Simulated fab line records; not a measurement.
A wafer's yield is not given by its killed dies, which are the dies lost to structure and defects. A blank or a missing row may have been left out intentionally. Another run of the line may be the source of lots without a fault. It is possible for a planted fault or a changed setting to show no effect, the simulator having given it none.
The tool behind it: which one? | flow gf180mcu | 40 wafers from 14 lots sampled at 3 of the route's 602 steps

== WHAT THE GAUGES SHOWED, per wafer ==
GF_SAB_CD_MEAS_09 targets a cd of 420 nm.
lot  | measured     | on        | cd_nm (nm)
L610 | day 15 01:35 | cd_sem-01 | 419.7 422.0 421.1
L611 | day 15 09:15 | cd_sem-01 | 418.2 419.8 419.6
L612 | day 16 04:32 | cd_sem-02 | 419.5 419.8 420.5
L613 | day 16 15:19 | cd_sem-01 | 419.9 419.9 419.6
L615 | day 16 23:19 | cd_sem-01 | 420.9 420.6 418.2
L618 | day 18 00:57 | cd_sem-01 | 417.5 421.4 420.7
L619 | day 18 05:53 | cd_sem-02 | 423.4 421.6 420.9
L620 | day 18 19:07 | cd_sem-01 | 420.9 421.3 421.0
L621 | day 19 01:11 | cd_sem-01 | 417.5 418.7 418.6
L622 | day 19 12:38 | cd_sem-02 | 420.4 421.6 420.7
L623 | day 19 23:40 | cd_sem-01 | 419.3 419.5 420.4
L629 | day 22 01:42 | cd_sem-02 | 422.9 423.6
L631 | day 22 12:15 | cd_sem-02 | 422.7 420.4
L633 | day 23 00:49 | cd_sem-02 | 420.2 422.2 421.1

GF_SALICIDE_RS_MEAS_04: the measuring method here is four-point-probe.
lot  | measured     | on            | SALICIDE_TIN_RS (ohm/sq)
L610 | day 15 02:10 | film_metro-03 | 16.1 16.6 16.9
L611 | day 15 09:48 | film_metro-01 | 16.1 15.8 16.4
L612 | day 16 05:05 | film_metro-01 | 16.4 16.5 16.8
L613 | day 16 15:53 | film_metro-03 | 16.7 16.3 16.3
L615 | day 16 23:56 | film_metro-03 | 16.2 16.2 16.0
L618 | day 18 01:31 | film_metro-01 | 16.4 16.6 16.7
L619 | day 18 06:26 | film_metro-01 | 16.5 16.1 16.0
L620 | day 18 19:40 | film_metro-04 | 16.7 17.1 17.1
L621 | day 19 01:44 | film_metro-03 | 16.0 15.9 16.0
L622 | day 19 13:11 | film_metro-03 | 16.4 16.4 16.0
L623 | day 20 00:13 | film_metro-04 | 16.5 16.5 16.4
L629 | day 22 02:15 | film_metro-03 | 16.8 16.0
L631 | day 22 12:48 | film_metro-01 | 16.3 16.7
L633 | day 23 01:23 | film_metro-04 | 16.5 16.7 16.8

== WHAT TOOL EACH LOT RAN ON (gives the tool, then ch and the chambers of the sampled wafers, and finally the start) ==
lot  | GF_SALICIDE_SPUTTER_03
L610 | pvd_sputter-03, day 15 02:04
L611 | pvd_sputter-02, day 15 09:43
L612 | pvd_sputter-02, day 16 05:03
L613 | pvd_sputter-01, day 16 15:50
L615 | pvd_sputter-03, day 16 23:48
L618 | pvd_sputter-02, day 18 01:27
L619 | pvd_sputter-02, day 18 06:23
L620 | pvd_sputter-02, day 18 19:38
L621 | pvd_sputter-01, day 19 01:43
L622 | pvd_sputter-03, day 19 13:08
L623 | pvd_sputter-02, day 20 00:10
L629 | pvd_sputter-03, day 22 02:09
L631 | pvd_sputter-02, day 22 12:42
L633 | pvd_sputter-03, day 23 01:21
- GF_SALICIDE_SPUTTER_03: material TiN, target thk 20 nm, time 16.7 s.

== WHAT THE TOOLS THEMSELVES READ (means of the sampled wafers that have a number; where no wafer has one, the mark that the record gives instead) ==
GF_SALICIDE_SPUTTER_03.
lot  | tool           | throttle_valve_pct (%)
L610 | pvd_sputter-03 | 31.4
L611 | pvd_sputter-02 | 29.4
L612 | pvd_sputter-02 | 29.3
L613 | pvd_sputter-01 | 30.4
L615 | pvd_sputter-03 | 31.3
L618 | pvd_sputter-02 | 29.5
L619 | pvd_sputter-02 | 29.5
L620 | pvd_sputter-02 | 30.2
L621 | pvd_sputter-01 | 31.1
L622 | pvd_sputter-03 | 31.2
L623 | pvd_sputter-02 | 29.8
L629 | pvd_sputter-03 | 31.0
L631 | pvd_sputter-02 | 30.2
L633 | pvd_sputter-03 | 30.4

== THE ANSWER, worked out from the rows above alone ==
Rule: what is usual is taken from the lots themselves. The widest of any qualifying gaps counts: lots, ordered by their means at a reading, are off when they make up no more than a third of the lots, leave a main group of 4 or more, and stand apart from it by 3 or more times the standard deviation of that group's means. A main group whose means are all the same, to the digits that the tables above print for the reading, isn't used. Also off: a lot with no number at a reading for which 4 or more lots have one. All remaining lots with rows at the step are treated as sound. The gauges are gone through in route order, then the tools' own readings, and for those a lot's mean is taken as printed above. The first step at which some lot is off is used, and at that step the reading that is off furthest; a lot without a number counts as furthest.
Across all readings shown, no lot is off: no conclusion can be drawn from this.

== WHAT THE SIMULATOR HAD INSERTED ==
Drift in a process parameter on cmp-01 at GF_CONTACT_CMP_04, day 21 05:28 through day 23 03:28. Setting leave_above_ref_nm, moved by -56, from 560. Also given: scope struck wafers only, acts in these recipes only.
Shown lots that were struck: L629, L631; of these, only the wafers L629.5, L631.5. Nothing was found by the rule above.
